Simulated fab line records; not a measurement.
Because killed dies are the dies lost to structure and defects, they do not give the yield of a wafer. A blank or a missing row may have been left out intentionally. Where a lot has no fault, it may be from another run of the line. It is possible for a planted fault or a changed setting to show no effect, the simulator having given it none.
fab line records    flow sky130
record: lots: 7  wafers: 21  last_day: 50
route steps=708 shown VIA4@645 METAL5@661 PAD_OPEN@708
lots with no fault: from the same line, run without faults
start_h: hours from the record's first day to the start of the lot's first wafer shown    wait_h: hours since the lot's step before    " as in the row above    L1.1+2: several wafers, shown together as one row    - value missing, or start not given    * or withheld: withheld    < > ~ a bound
route shown NAME@n: names a module that has steps shown in the file, with the first one's number in the route    usual: mean and standard deviation over wafers with no fault    same: alike in all rows    chamber/n: place in a boat    sites: readings site by site    _std_site: how widely they spread, as a standard deviation    _edge_site: outer sites' mean less inner sites'    radius_mm: how far each site lies from the wafer's centre    mask NAME#n: copy n    behind: the last tool/chamber to shape the wafer    hold: cause of the lot's hold/its duration in hours/its outcome    device: names the non-switching transistor (n, p or np)    end of line: tests of these same wafers at the route's end    a step given without rows: its recipe and nothing more    killed: the dies lost at the first sort to structure and to defects; this is not the yield of the wafer    map: a wafer's dies, x killed, . not, _ none there
set.NAME: the run value of the setting; set.NAME@STEP: its run value at that earlier step    model.NAME: the simulator's own value behind a step, which no gauge read
a table for each step, a row for each wafer; lots at some steps of the route
services: from which hour (start_h, from the record's first day; less than 0 if before it) a tool's chamber was out of use, for how many hours, and why
== steps ==
step: SKY_VIA4_COAT_06
recipe: resist: NOVOLAK  spin_rpm: 3000  resist_thk_nm: 1140
step: SKY_VIA4_SOFTBAKE_07
recipe: temp_c: 90  time_s: 60  resist: NOVOLAK
step: SKY_VIA4_EXPOSE_08
recipe: mask_id: VIM4  na: 0.6  source_shape: conventional  sigma_outer: 0.6  polarization: unpolarized  target_cd_nm: 800  dose_mj: 132
step: SKY_VIA4_PEB_09
recipe: temp_c: withheld  time_s: *  resist: NOVOLAK
step: SKY_VIA4_DEVELOP_10
recipe: resist: NOVOLAK  developer: TMAH  develop_time_s: 60  dev_temp_c: 23
step: SKY_VIA4_OVL_MEAS_11
usual: VIA4_OVL: 0.4/1.4
lot.wafer  tool        chamber  start_h  wait_h  VIA4_OVL[nm]
L772.2     overlay-02  -        1025.82  0.1     -1.5
L772.3     "           -        "        "       -0.7
L772.6     "           -        "        "       -2.0
L775.1     overlay-02  -        1047.41  0.1     0.4
L775.2     "           -        "        "       -0.5
L775.4     "           -        "        "       -1.7
L780.2     overlay-02  -        1073.57  0.1     0.8
L780.3     "           -        "        "       0.9
L780.5     "           -        "        "       1.5
L782.3     overlay-02  -        1091.13  0.1     0.8
L782.4     "           -        "        "       2.6
L782.6     "           -        "        "       3.0
L783.1     overlay-02  -        1094.17  0.1     -0.9
L783.3     "           -        "        "       -1.3
L783.4     "           -        "        "       1.6
L790.1     overlay-01  -        1134.12  0.1     -2.4
L790.2     "           -        "        "       -0.9
L790.3     "           -        "        "       -1.0
L792.1     overlay-01  -        1138.58  0.1     0.6
L792.2     "           -        "        "       -0.2
L792.4     "           -        "        "       1.3
step: SKY_VIA4_ETCH_12
recipe: target: SiO2  chemistry: C4F8/O2/Ar  stop_on: TiN  mask_material: NOVOLAK  source_w: 1500  bias_w: 1200  pressure_mtorr: 40  c4f8_flow_sccm: withheld  O2_flow_sccm: 6  Ar_flow_sccm: 300  time_s: withheld  target_depth_a: 5800
usual: bias_w: 1200/3.5  oes_product_au: 0.926/0.0046
lot.wafer  tool         chamber  start_h  wait_h  bias_w  oes_product_au
L772.2     rie_diel-01  3        1025.85  0.0     1203    0.925
L772.3     "            1        "        "       1198    0.922
L772.6     "            0        "        "       1198    0.934
L775.1     rie_diel-01  3        1047.45  0.0     1197    0.925
L775.2     "            0        "        "       1200    0.926
L775.4     "            2        "        "       1202    0.930
L780.2     rie_diel-04  0        1073.60  0.0     1198    0.925
L780.3     "            3        "        "       1201    0.923
L780.5     "            2        "        "       1201    0.921
L782.3     rie_diel-01  2        1091.15  0.0     1198    0.930
L782.4     "            0        "        "       1195    0.929
L782.6     "            0        "        "       1203    0.921
L783.1     rie_diel-04  3        1094.20  0.0     1197    0.932
L783.3     "            2        "        "       1199    0.921
L783.4     "            1        "        "       1199    0.923
L790.1     rie_diel-02  2        1134.15  0.0     1200    0.925
L790.2     "            3        "        "       1199    0.929
L790.3     "            1        "        "       1197    0.921
L792.1     rie_diel-01  0        1138.62  0.0     1204    0.921
L792.2     "            2        "        "       1202    0.923
L792.4     "            1        "        "       1204    0.921
step: SKY_VIA4_STRIP_13
recipe: chemistry: O2/N2  power_w: 1400  pressure_mtorr: 1500  platen_temp_c: withheld  o2_flow_sccm: 3000  n2_flow_sccm: 300  overash_fraction: 0.5
usual: drypump_motor_current_A: 6.0/0.46  oes_product_au: 0.710/0.0047  strip_time_to_endpoint_s: 12.80/0.037
lot.wafer  tool             chamber  start_h  wait_h  drypump_motor_current_A  oes_product_au  rf_hours_counter_h  strip_time_to_endpoint_s
L772.2     plasma_asher-04  1        1025.93  -       5.8                      0.705           120                 12.78
L772.3     "                1        "        "       5.8                      0.709           -                   12.87
L772.6     "                1        "        "       5.8                      0.714           -                   12.82
L775.1     plasma_asher-04  1        1047.52  -       5.8                      0.713           122                 12.76
L775.2     "                0        "        "       6.5                      0.703           122                 12.80
L775.4     "                0        "        "       6.5                      0.713           -                   12.86
L780.2     plasma_asher-03  1        1073.68  -       5.6                      0.715           31                  12.84
L780.3     "                0        "        "       5.8                      0.704           -                   12.83
L780.5     "                1        "        "       5.5                      0.707           -                   12.79
L782.3     plasma_asher-02  0        1091.26  -       6.8                      0.719           -                   12.87
L782.4     "                1        "        "       5.5                      0.713           -                   12.79
L782.6     "                0        "        "       6.7                      0.714           -                   12.77
L783.1     plasma_asher-02  0        1094.27  -       6.8                      0.708           68                  12.84
L783.3     "                1        "        "       5.5                      0.709           -                   12.81
L783.4     "                0        "        "       6.7                      0.713           -                   12.80
L790.1     plasma_asher-02  1        1134.22  -       5.5                      0.705           72                  12.80
L790.2     "                0        "        "       6.8                      0.699           72                  12.87
L790.3     "                0        "        "       6.8                      0.708           -                   12.88
L792.1     plasma_asher-04  0        1138.69  -       6.5                      0.708           6                   12.72
L792.2     "                1        "        "       5.8                      0.704           6                   12.80
L792.4     "                1        "        "       5.8                      0.709           -                   12.76
step: SKY_VIA4_STRIP_14
recipe: chemistry: post_etch_residue_remover  time_s: 1200  temp_c: 72.5
step: SKY_VIA4_CLEAN_15
recipe: chemistry: IPA  time_s: 180  temp_c: 25
step: SKY_VIA4_CLEAN_16
recipe: chemistry: O3/DIW  dry: n2_spin
step: SKY_VIA4_SPUTTER_17
recipe: material: TiN  target_thk_nm: 20  chamber_pressure_pa: 5  power_w: 4000  time_s: 80
usual: cathode_dc_power_W: 3999.9/0.73  throttle_valve_pct: 29.9/1.1
lot.wafer  tool            chamber  start_h  wait_h  cathode_dc_power_W  throttle_valve_pct
L772.2     pvd_sputter-01  -        1026.53  0.0     3999.4              29.6
L772.3     "               -        "        "       3999.1              31.7
L772.6     "               -        "        "       3999.7              28.1
L775.1     pvd_sputter-04  -        1048.12  0.0     3998.6              30.8
L775.2     "               -        "        "       3999.4              31.3
L775.4     "               -        "        "       4000.8              29.0
L780.2     pvd_sputter-02  -        1074.31  0.0     4000.6              30.9
L780.3     "               -        "        "       4000.6              28.6
L780.5     "               -        "        "       3999.7              28.6
L782.3     pvd_sputter-02  -        1091.82  0.0     3999.6              29.5
L782.4     "               -        "        "       4000.2              28.7
L782.6     "               -        "        "       4001.1              29.2
L783.1     pvd_sputter-01  -        1094.99  0.0     4000.1              31.8
L783.3     "               -        "        "       3998.1              30.5
L783.4     "               -        "        "       3999.8              29.6
L790.1     pvd_sputter-02  -        1135.24  0.0     4000.2              30.8
L790.2     "               -        "        "       3999.7              30.9
L790.3     "               -        "        "       4000.6              29.3
L792.1     pvd_sputter-04  -        1139.33  0.0     3999.2              31.3
L792.2     "               -        "        "       3999.4              31.1
L792.4     "               -        "        "       4000.2              29.0
step: SKY_VIA4_CVD_18
recipe: material: W  target_thk_nm: 505  time_s: 152.14  temp_c: 402.8  pressure_torr: 40
usual: heater_power_w: 820/120
lot.wafer  tool      chamber  start_h  wait_h  heater_power_w  model.W_of_VIA4_CVD_18.thk_nm
L772.2     cvd_w-01  1        1026.59  0.0     987             531.8
L772.3     "         0        "        "       714             537.5
L772.6     "         0        "        "       727             546.4
L775.1     cvd_w-02  0        1048.18  0.0     764             536.1
L775.2     "         1        "        "       764             522.5
L775.4     "         0        "        "       760             540.7
L780.2     cvd_w-02  1        1074.37  0.0     751             513
L780.3     "         1        "        "       771             893.2
L780.5     "         0        "        "       755             912.6
L782.3     cvd_w-02  0        1091.93  0.1     747             914.2
L782.4     "         1        "        "       771             511.5
L782.6     "         1        "        "       771             521.5
L783.1     cvd_w-02  0        1095.05  0.0     765             913.2
L783.3     "         0        "        "       758             920.4
L783.4     "         1        "        "       776             522.2
L790.1     cvd_w-01  0        1135.30  0.0     717             535.9
L790.2     "         1        "        "       1015            525.7
L790.3     "         0        "        "       707             535.9
L792.1     cvd_w-01  0        1139.39  0.0     721             543.5
L792.2     "         1        "        "       1006            536.1
L792.4     "         1        "        "       995             536.1
step: SKY_VIA4_RS_MEAS_19
recipe: thk_meas_gauge: four-point-probe  reads: W_of_VIA4_CVD_18+TiN_of_VIA4_SPUTTER_17
usual: VIA4_W_RS: 0.2143/0.0029
lot.wafer  tool           chamber  start_h  wait_h  hold                      VIA4_W_RS[ohm/sq]
L772.2     film_metro-04  -        1026.76  0.1     -                         0.2142
L772.3     "              -        "        "       -                         0.2122
L772.6     "              -        "        "       -                         0.2087
L775.1     film_metro-01  -        1048.33  0.1     -                         0.2139
L775.2     "              -        "        "       -                         0.2192
L775.4     "              -        "        "       -                         0.2121
L780.2     film_metro-04  -        1074.55  0.1     await_dispo/0.2h/release  0.2228
L780.3     "              -        "        "       await_dispo/0.2h/release  0.1273
L780.5     "              -        "        "       await_dispo/0.2h/release  0.1247
L780.2     film_metro-04  -        1074.95  0.4     -                         0.2225
L780.3     "              -        "        "       -                         0.1273
L780.5     "              -        "        "       -                         0.1243
L782.3     film_metro-01  -        1092.07  0.1     await_dispo/0.2h/release  0.1247
L782.4     "              -        "        "       await_dispo/0.2h/release  0.2244
L782.6     "              -        "        "       await_dispo/0.2h/release  0.2194
L782.3     film_metro-01  -        1092.36  0.3     -                         0.1248
L782.4     "              -        "        "       -                         0.2240
L782.6     "              -        "        "       -                         0.2194
L783.1     film_metro-04  -        1095.20  0.1     await_dispo/0.2h/release  0.1245
L783.3     "              -        "        "       await_dispo/0.2h/release  0.1234
L783.4     "              -        "        "       await_dispo/0.2h/release  0.2185
L783.1     film_metro-04  -        1095.49  0.3     -                         0.1246
L783.3     "              -        "        "       -                         0.1237
L783.4     "              -        "        "       -                         0.2178
L790.1     film_metro-02  -        1135.46  0.1     -                         0.2136
L790.2     "              -        "        "       -                         0.2175
L790.3     "              -        "        "       -                         0.2133
L792.1     film_metro-02  -        1139.54  0.1     -                         0.2101
L792.2     "              -        "        "       -                         0.2136
L792.4     "              -        "        "       -                         0.2132
step: SKY_VIA4_THK_MEAS_20
recipe: thk_meas_gauge: xrf  reads: W_of_VIA4_CVD_18
usual: VIA4_W_THK: 521/7.8
lot.wafer  tool           chamber  start_h  wait_h  hold                      VIA4_W_THK[nm]
L772.2     film_metro-04  -        1026.87  0.1     -                         518
L772.3     "              -        "        "       -                         525
L772.6     "              -        "        "       -                         531
L775.1     film_metro-01  -        1048.45  0.1     -                         523
L775.2     "              -        "        "       -                         509
L775.4     "              -        "        "       -                         528
L780.2     film_metro-04  -        1078.04  3.1     await_dispo/0.2h/release  498
L780.3     "              -        "        "       await_dispo/0.2h/release  840
L780.5     "              -        "        "       await_dispo/0.2h/release  862
L780.2     film_metro-04  -        1078.26  0.2     -                         495
L780.3     "              -        "        "       -                         846
L780.5     "              -        "        "       -                         864
L782.3     film_metro-01  -        1098.21  5.8     await_dispo/0.2h/release  876
L782.4     "              -        "        "       await_dispo/0.2h/release  498
L782.6     "              -        "        "       await_dispo/0.2h/release  505
L782.3     film_metro-01  -        1098.44  0.2     -                         876
L782.4     "              -        "        "       -                         497
L782.6     "              -        "        "       -                         508
L783.1     film_metro-04  -        1099.60  4.1     await_dispo/0.2h/release  878
L783.3     "              -        "        "       await_dispo/0.2h/release  874
L783.4     "              -        "        "       await_dispo/0.2h/release  508
L783.1     film_metro-04  -        1099.82  0.2     -                         873
L783.3     "              -        "        "       -                         876
L783.4     "              -        "        "       -                         510
L790.1     film_metro-02  -        1135.58  0.1     -                         523
L790.2     "              -        "        "       -                         511
L790.3     "              -        "        "       -                         525
L792.1     film_metro-02  -        1139.66  0.1     -                         529
L792.2     "              -        "        "       -                         524
L792.4     "              -        "        "       -                         522
step: SKY_VIA4_CMP_21
recipe: stop_on: SiO2  t_overpolish_s: 25  down_force_psi: 3.5  platen_rpm: 60  target_thk_nm: 0  pad_velocity_m_s: 0.94248
usual: motor_current_A: 11.4/1.2  time_to_endpoint_s: 131/5.3
lot.wafer  tool    chamber  start_h  wait_h  hold                      motor_current_A  time_to_endpoint_s
L772.2     cmp-01  3        1027.06  0.2     -                         14.3             135
L772.3     "       0        "        "       -                         11.4             136
L772.6     "       2        "        "       -                         10.7             144
L775.2     cmp-01  2        1048.51  0.0     -                         11.3             134
L775.1     "       0        "        "       -                         10.8             133
L775.4     "       1        "        "       -                         10.3             130
L780.2     cmp-01  2        1094.27  16.0    await_dispo/3.2h/release  11.3             135
L780.3     "       3        "        "       await_dispo/3.2h/release  13.6             225
L780.5     "       1        "        "       await_dispo/3.2h/release  10.9             223
L782.3     cmp-02  1        1100.58  2.1     await_dispo/2.1h/release  10.8             231
L782.4     "       2        "        "       await_dispo/2.1h/release  11.3             126
L782.6     "       2        "        "       await_dispo/2.1h/release  10.9             127
L783.3     cmp-01  3        1108.66  8.8     await_dispo/8.8h/release  13.5             224
L783.1     "       0        "        "       await_dispo/8.8h/release  11.2             217
L783.4     "       1        "        "       await_dispo/8.8h/release  10.8             123
L790.3     cmp-02  2        1135.64  0.0     -                         11.4             129
L790.1     "       0        "        "       -                         9.5              138
L790.2     "       1        "        "       -                         11.2             133
L792.1     cmp-02  0        1139.77  0.1     -                         9.6              141
L792.2     "       1        "        "       -                         12.0             136
L792.4     "       2        "        "       -                         11.7             132
step: SKY_METAL5_SPUTTER_00
recipe: material: Ti  target_thk_nm: 15  power_w: 3000  time_s: 10  chamber_pressure_pa: 0.4
usual: cathode_dc_power_W: 3000.0/0.58  throttle_valve_pct: 30.2/1.1
lot.wafer  tool            chamber  start_h  wait_h  cathode_dc_power_W  throttle_valve_pct
L772.2     pvd_sputter-02  -        1027.26  0.1     2999.3              29.3
L772.3     "               -        "        "       3000.2              30.5
L772.6     "               -        "        "       2999.0              30.9
L775.1     pvd_sputter-03  -        1048.81  0.1     2999.6              29.7
L775.2     "               -        "        "       3000.3              29.9
L775.4     "               -        "        "       3000.6              32.6
L780.2     pvd_sputter-04  -        1094.59  0.3     3000.4              31.1
L780.3     "               -        "        "       3001.6              30.9
L780.5     "               -        "        "       3000.0              30.7
L782.3     pvd_sputter-04  -        1100.88  0.2     3000.8              30.8
L782.4     "               -        "        "       3000.4              30.7
L782.6     "               -        "        "       2999.1              29.0
L783.1     pvd_sputter-02  -        1108.96  0.2     2999.9              28.6
L783.3     "               -        "        "       3000.6              29.1
L783.4     "               -        "        "       2999.8              28.5
L790.1     pvd_sputter-02  -        1135.94  0.1     3000.4              30.7
L790.2     "               -        "        "       2999.9              29.2
L790.3     "               -        "        "       3000.4              28.5
L792.1     pvd_sputter-02  -        1140.02  0.2     2999.6              29.5
L792.2     "               -        "        "       2999.0              31.1
L792.4     "               -        "        "       3000.1              28.6
step: SKY_PAD_OPEN_PROBE_99
usual: defect_limited_yield: 82.3/1.7  killed_at_M0_to_M3: 43/6.8  killed_at_M4_up: 3.3/1.8  killed_at_contacts: 25/5.9  killed_at_front_end: 16/4.2  killed_at_other: 0.3/0.69  killed_dies: 87/8.6  killed_open: 48/6.3  killed_short: 39/5.3  sort_bin_3_pad_short: 0.9/0.38  sort_bin_5_function: 10.5/1.4  sort_bin_6_memory: 6.4/1.1  sort_n_pass: 405/8.6  sort_yield_pct: 82.3/1.7
same: gross_dies: 492  killed_at_back_side: 0  sort_bin_4_leakage[%]: 0  sort_bin_8_speed[%]: 0
lot.wafer  tool       chamber  start_h  wait_h  defect_limited_yield[%]  killed_at_M0_to_M3  killed_at_M4_up  killed_at_contacts  killed_at_front_end  killed_at_other  killed_dies  killed_open  killed_short  sort_bin_3_pad_short[%]  sort_bin_5_function[%]  sort_bin_6_memory[%]  sort_n_pass  sort_yield_pct[%]
L775.1     prober-01  -        1114.85  0.1     82.5                     36                  4                28                  18                   0                86           45           41            0.8                      10.2                    6.5                   406          82.5
L775.2     prober-01  -        1114.90  0.1     84.1                     36                  2                24                  15                   1                78           44           34            0.2                      11.2                    4.5                   414          84.1
L775.4     prober-01  -        1115.00  0.2     85.2                     40                  1                17                  15                   0                73           38           35            0.8                      7.3                     6.7                   419          85.2
L782.3     prober-02  -        1154.85  0.2     79.7                     49                  4                31                  16                   0                100          59           41            0.8                      12.2                    7.3                   392          79.7
L782.4     prober-02  -        1154.90  0.2     79.9                     47                  3                31                  17                   1                99           53           46            1.0                      12.8                    6.3                   393          79.9
L782.6     prober-02  -        1155.00  0.2     78.7                     56                  4                32                  13                   0                105          62           43            0.4                      13.2                    7.7                   387          78.7
L783.1     prober-01  -        1157.60  0.1     83.1                     47                  3                17                  16                   0                83           42           41            0.2                      10.0                    6.7                   409          83.1
L783.3     prober-01  -        1157.70  0.2     80.7                     50                  5                23                  17                   0                95           55           40            0.8                      10.0                    8.5                   397          80.7
L783.4     prober-01  -        1157.75  0.2     81.5                     48                  4                25                  14                   0                91           44           47            0.4                      9.8                     8.3                   401          81.5
killed by level:class
L775.1 CONTACT:geometric_particle:open=9 VIA1:geometric_particle:open=9 CONTACT:geometric_particle:short=8 POLY_GATE:geometric_particle:open=7 METAL1:geometric_particle:short=6 FIELD_ISO:geometric_particle:short=5 VIA3:geometric_particle:open=5 METAL2:geometric_particle:short=5
L775.2 VIA1:geometric_particle:open=14 CONTACT:geometric_particle:open=8 FIELD_ISO:geometric_particle:open=7 LI_CONTACT:geometric_particle:open=6 CONTACT:geometric_particle:short=6 FIELD_ISO:geometric_particle:short=5 VIA1:geometric_particle:short=4 METAL2:geometric_particle:short=4
L775.4 VIA1:geometric_particle:short=7 VIA1:geometric_particle:open=7 VIA2:geometric_particle:open=7 CONTACT:geometric_particle:open=5 CONTACT:geometric_particle:short=5 VIA3:geometric_particle:open=5 METAL1:geometric_particle:short=4 METAL3:geometric_particle:short=4
L782.3 VIA2:geometric_particle:open=13 LI_CONTACT:geometric_particle:open=13 VIA1:geometric_particle:open=11 CONTACT:geometric_particle:short=7 CONTACT:geometric_particle:open=6 VIA1:geometric_particle:short=6 METAL2:geometric_particle:short=5 FIELD_ISO:geometric_particle:short=4
L782.4 CONTACT:geometric_particle:open=14 METAL2:geometric_particle:short=10 VIA1:geometric_particle:open=8 FIELD_ISO:geometric_particle:open=7 VIA2:geometric_particle:open=6 LI_CONTACT:geometric_particle:open=5 METAL1:geometric_particle:short=5 METAL3:geometric_particle:short=5
L782.6 VIA1:geometric_particle:open=12 CONTACT:geometric_particle:open=11 LI_CONTACT:geometric_particle:open=10 VIA1:geometric_particle:short=9 LI_CONTACT:geometric_particle:short=8 METAL1:geometric_particle:short=6 VIA2:geometric_particle:open=6 VIA2:geometric_particle:short=6
L783.1 VIA1:geometric_particle:open=8 METAL1:geometric_particle:short=8 VIA2:geometric_particle:open=7 LI_CONTACT:geometric_particle:open=5 VIA3:geometric_particle:open=5 FIELD_ISO:geometric_particle:short=4 METAL2:geometric_particle:short=4 CONTACT:geometric_particle:short=3
L783.3 VIA1:geometric_particle:open=17 CONTACT:geometric_particle:open=10 VIA2:geometric_particle:open=7 CONTACT:geometric_particle:short=6 METAL2:geometric_particle:short=6 VIA3:geometric_particle:open=6 METAL1:geometric_particle:short=5 FIELD_ISO:geometric_particle:short=4
L783.4 LI_CONTACT:geometric_particle:open=9 VIA1:geometric_particle:open=9 METAL1:geometric_particle:short=8 CONTACT:geometric_particle:open=7 METAL3:geometric_particle:short=7 METAL2:geometric_particle:short=6 FIELD_ISO:geometric_particle:open=5 CONTACT:geometric_particle:short=5
== services ==
tool             chamber  start_h  hours  kind
cmp-02           -        1007.79  2.1    repair
cmp-01           -        1010.00  6.4    pm
rie_diel-01      3        1016.94  6.3    repair
cmp-01           -        1018.34  0.8    repair
rie_diel-02      0        1040.71  1.9    repair
plasma_asher-04  -        1055.25  9.0    pm
rie_diel-04      3        1060.16  6.8    repair
rie_diel-04      -        1065.25  0.2    repair
cmp-01           -        1077.64  12.6   pm
rie_diel-02      3        1080.24  2.9    repair
cmp-01           -        1090.22  4.0    pm
plasma_asher-04  -        1090.22  5.1    repair
rie_diel-02      2        1094.70  5.1    repair
cmp-01           -        1096.64  0.3    repair
rie_diel-02      1        1097.07  5.6    repair
pvd_sputter-03   -        1101.59  2.5    repair
cmp-02           -        1105.40  0.4    repair
rie_diel-02      2        1110.10  3.2    repair
rie_diel-01      1        1110.40  4.3    repair
rie_diel-04      -        1118.65  14.6   pm
plasma_asher-04  -        1119.76  2.4    repair
plasma_asher-04  -        1129.40  1.8    repair
rie_diel-01      3        1135.44  1.7    repair
rie_diel-04      1        1137.62  4.2    repair
== key ==
first_sign: step: SKY_VIA4_RS_MEAS_19  reading: visit  direction: added
effect: step: SKY_VIA4_RS_MEAS_19  reading: VIA4_W_RS  direction: down  sigmas: 31  usual: 0.2143  struck: 0.1249
effect: step: SKY_VIA4_THK_MEAS_20  reading: visit  direction: added
effect: step: SKY_VIA4_THK_MEAS_20  reading: VIA4_W_THK  direction: up  sigmas: 44  usual: 521  struck: 866
effect: step: SKY_VIA4_CMP_21  reading: time_to_endpoint_s  direction: up  sigmas: 18  usual: *  struck: *
model_effect: step: SKY_VIA4_CVD_18  value: W_of_VIA4_CVD_18.thk_nm  without: 530.9  struck: 910.7
met_at SKY_VIA4_CVD_18
struck_wafers L780.3,L780.5,L782.3,L783.1,L783.3
onset_between 1048.18 1074.37
fault: kind: process_parameter_drift  tool: cvd_w-02  chamber: -  onset_h: 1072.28  steps: SKY_VIA4_CVD_18  channel: target_thk_nm  offset: 362.52  shape: step  end_h: 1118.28  scope: struck_wafers_only  acts_in: these_recipes_only  stated: 505
